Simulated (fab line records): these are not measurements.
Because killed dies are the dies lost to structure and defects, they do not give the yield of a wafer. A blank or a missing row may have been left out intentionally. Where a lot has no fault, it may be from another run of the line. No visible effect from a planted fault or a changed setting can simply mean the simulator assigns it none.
Problem report, 8D (eight disciplines) form, completed by code / flow sky130 / the parts of the form that need people (team, actions taken, sign-off) are left out

== 1. THE ISSUE ==
Across 6 wafers from 3 lots, VIA4_W_RS at SKY_VIA4_RS_MEAS_19 averages 0.2666 ohm/sq, while fault-free wafers read 0.2254 ohm/sq with a standard deviation of 0.0021. That is +20 standard deviations from the usual mean.
The step: measures by four-point-probe.
First observed at day 47 13:22: wafer L930.5, on film_metro-02. Wafers with a number at this step in the record: 30, from 10 lots. Rule for "out" (also "out of limits"): further than 4 standard deviations from the usual mean. The other wafers with a number count as sound.

== 2. WHAT IT IS AND WHAT IT IS NOT ==
question=which readings at this step | is=VIA4_W_RS | is not=-
question=which lots | is=L930, L931, L933 | is not=L912, L913, L914, L921, L923, L925, L932
question=which wafers of those lots | is=L930.5, L931.1, L931.5, L933.2, L933.4, L933.5 | is not=L930.1, L930.3, L931.6
question=read on which gauges | is=film_metro-02, film_metro-04 | is not=film_metro-03
question=when | is=from day 47 13:22 | is not=up to then (20 sound wafers); but 4 sound wafers of L931, L932 came after

== 3. WHAT RULES OUT EACH SUSPECT ==
Counting: any tool at a process step up to the reading remains a suspect provided it ran every lot that is out. Sound lots after the first of them don't rule it out here, since some wafers of a struck lot are sound.
- the gauge at SKY_VIA4_RS_MEAS_19 is ruled out. Those wafers that are out were read across 2 gauges (film_metro-02, film_metro-04).
- cvd_w-01 at SKY_VIA4_CVD_18 (deposits W, target thk 505 nm, time 152.14 s): kept. It processed each lot that is out (first: L930, day 47 13:13); up to then, its last sound lot is L921 (day 45 23:37). Its own susceptor_temp_C readings are out on those wafers.
- The sound lot-mates ran in chamber 1 of cvd_w-01 at SKY_VIA4_CVD_18, but the wafers that are out ran in chamber 0.
The count leaves cvd_w-01 at SKY_VIA4_CVD_18.

== 4. THE CAUSE (what the simulator had put in) ==
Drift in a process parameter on cvd_w-01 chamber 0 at SKY_VIA4_CVD_18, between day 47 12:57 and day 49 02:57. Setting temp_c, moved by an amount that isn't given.
The count eliminated every tool but this one.

== 5. THE EFFECT CHAIN, in route order ==
One row per reading whose mean, taken over the struck wafers that have a number, lies over 3 standard deviations from the usual. Readings are gone through only where the record gives a usual standard deviation; hours: the median, over the lots, of the time from a lot's start at the first step in this table giving one to that lot's start at this step; sigmas: the change measured in usual standard deviations.
hours=0; step=SKY_VIA4_CVD_18; reading=susceptor_temp_C; usual=399.99 C; on struck wafers=390.90; change=-9.09; sigmas=-43
hours=0; step=SKY_VIA4_RS_MEAS_19; reading=VIA4_W_RS; usual=0.2254 ohm/sq; on struck wafers=0.2666; change=+0.0412; sigmas=+20
hours=0; step=SKY_VIA4_THK_MEAS_20; reading=VIA4_W_THK; usual=512 nm; on struck wafers=436; change=-76; sigmas=-10
hours=0; step=SKY_VIA4_CMP_21; reading=time_to_endpoint_s; usual=126 s; on struck wafers=107; change=-19; sigmas=-4.6
Here are the process steps it includes:
- SKY_VIA4_CVD_18: deposits W, target thk 505 nm, time 152.14 s.
- SKY_VIA4_CMP_21: polishes, stops on SiO2, t overpolish 25 s, target thk 0 nm.
Later measuring or inspecting steps at which every struck wafer that the step has a row for has a number for every such reading, and none has moved that far: SKY_METAL5_RS_MEAS_05.

== 6. HOW IT WOULD HAVE BEEN CAUGHT EARLIER ==
0 hours passed between the start of the fault at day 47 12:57 and the first reading out of limits at a measuring or inspecting step in this record, taken at day 47 13:22.
The tool's own readings at SKY_VIA4_CVD_18 were out on every struck wafer that the step has a row for (susceptor_temp_C): an alarm limit on them would have fired on the first of those.
Lots out: 3; of these, L931, L933 started SKY_VIA4_CVD_18 on cvd_w-01 after day 47 13:22. A hold on the tool at that time would have spared those 2.
